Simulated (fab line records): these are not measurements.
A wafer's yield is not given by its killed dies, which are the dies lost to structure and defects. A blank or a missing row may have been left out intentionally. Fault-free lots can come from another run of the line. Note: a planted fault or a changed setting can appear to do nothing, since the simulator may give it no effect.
Which tool is to blame? -- flow gf180mcu -- 6 lots, 18 wafers sampled, at 1 step of a route of 602

WHAT THE GAUGES SHOWED, per wafer
GF_MVPSD_OVL_MEAS_07.
lot,measured,on,MVPSD_OVL (nm)
L808,day 5 07:16,overlay-02,0.8 1.6 0.6
L812,day 6 04:24,overlay-02,-1.7 -1.7 -1.6
L814,day 6 18:06,overlay-01,-0.1 -0.5 0.2
L816,day 7 05:48,overlay-02,0.0 -0.8 -0.3
L819,day 8 00:39,overlay-02,-0.1 -2.2 -0.3
L828,day 10 07:06,overlay-02,0.0 1.3 0.5

TOOL THAT RAN EACH LOT (tool first, then ch and the chambers of the sampled wafers, then the start)
The record shows no process step preceding these readings.

THE ANSWER, worked out from the rows above alone
Rule: what is usual is taken from the lots themselves. The widest of any qualifying gaps counts: lots, ordered by their means at a reading, are off when they make up no more than a third of the lots, leave a main group of 4 or more, and stand apart from it by 3 or more times the standard deviation of that group's means. A main group is skipped when, at the precision printed for the reading in the tables above, its means are all equal. A lot without any number at a reading at which 4 lots or more have one is off too. Any other lot the step has rows for is counted as sound.
Across all readings shown, no lot is off: no conclusion can be drawn from this.

WHAT HAD BEEN PUT IN BY THE SIMULATOR
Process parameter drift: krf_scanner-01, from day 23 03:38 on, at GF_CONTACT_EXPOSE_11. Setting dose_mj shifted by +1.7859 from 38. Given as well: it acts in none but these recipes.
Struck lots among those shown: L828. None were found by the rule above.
